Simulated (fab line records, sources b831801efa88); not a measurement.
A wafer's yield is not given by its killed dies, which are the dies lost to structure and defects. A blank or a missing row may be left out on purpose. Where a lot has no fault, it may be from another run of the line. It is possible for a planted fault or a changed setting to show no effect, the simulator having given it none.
Code-filled problem report in 8D (eight disciplines) form | flow gf180mcu | the parts of the form that need people (team, actions taken, sign-off) are left out

## 1. WHAT IS WRONG
tilt deg at GF_NSD_IMPLANT_10 reads a mean of 4.950 degrees on 6 wafers of 2 lots; wafers without a fault read 6.995 degrees with a standard deviation of 0.018. So: -99 or more standard deviations from the usual mean.
The first sign was on wafer L317.2 at day 19 09:05, on implanter-02. At this step, 18 wafers from 6 lots have a number in the record. Rule for "out" (also "out of limits"): further than 4 standard deviations from the usual mean. The rest of the wafers with a number are treated as sound.

## 2. WHAT IT IS AND WHAT IT IS NOT
question                    | is                     | is not
which readings at this step | tilt deg               | -
which lots                  | L317, L318             | L301, L302, L312, L322
which wafers of those lots  | all that have a number | -
read on which tools         | implanter-02           | implanter-03, implanter-04
when                        | from day 19 09:05      | up to then (9 sound wafers); but 3 sound wafers of L322 came after

## 3. THE SUSPECTS, EACH WITH WHAT RULES IT OUT
Counting: any tool at a process step up to the reading is kept as a suspect provided that every lot that is out went through it and no sound lot did after the first of them.
- rie diel-03 at GF_HV_LDD_ETCHBACK_58 (etches Si3N4 in CH3F/O2, stops on SiO2, time 100 s, target depth 90 nm): kept. It ran every lot that is out, first L317 (day 18 08:40), and no sound lot after that.
- implanter-02 at GF_NSD_IMPLANT_10: kept. All lots that are out passed through it, beginning with L317 at day 19 09:05, and no sound lot followed; its final sound lot before that point was L302 at day 14 03:00. Its own readings are out on those wafers: tilt deg.
Remaining after the count are rie diel-03 at GF_HV_LDD_ETCHBACK_58 and implanter-02 at GF_NSD_IMPLANT_10.

## 4. THE CAUSE (what the simulator had put in)
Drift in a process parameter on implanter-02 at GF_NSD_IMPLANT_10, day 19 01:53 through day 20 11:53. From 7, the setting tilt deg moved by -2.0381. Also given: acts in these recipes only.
2 suspects survive the count, and this tool is in that group.

## 5. THE CHAIN OF EFFECTS, in route order
Each row: a reading whose mean over the struck wafers that have a number lies more than 3 standard deviations from the usual. Scope: only readings with a usual standard deviation given in the record; hours: median across lots of the time from each lot's start at the first step in this table that gives one to its start at this step; sigmas: change in usual standard deviations.
hours | step              | reading  | usual         | on struck wafers | change | sigmas
0     | GF_NSD_IMPLANT_10 | tilt deg | 6.995 degrees | 4.950            | -2.045 | -99 or more
Process steps it contains:
- GF_NSD_IMPLANT_10

## 6. WHAT WOULD HAVE CAUGHT IT SOONER
In this record the first reading out of limits was taken at day 19 09:05, 7 hours after the fault began at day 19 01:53.
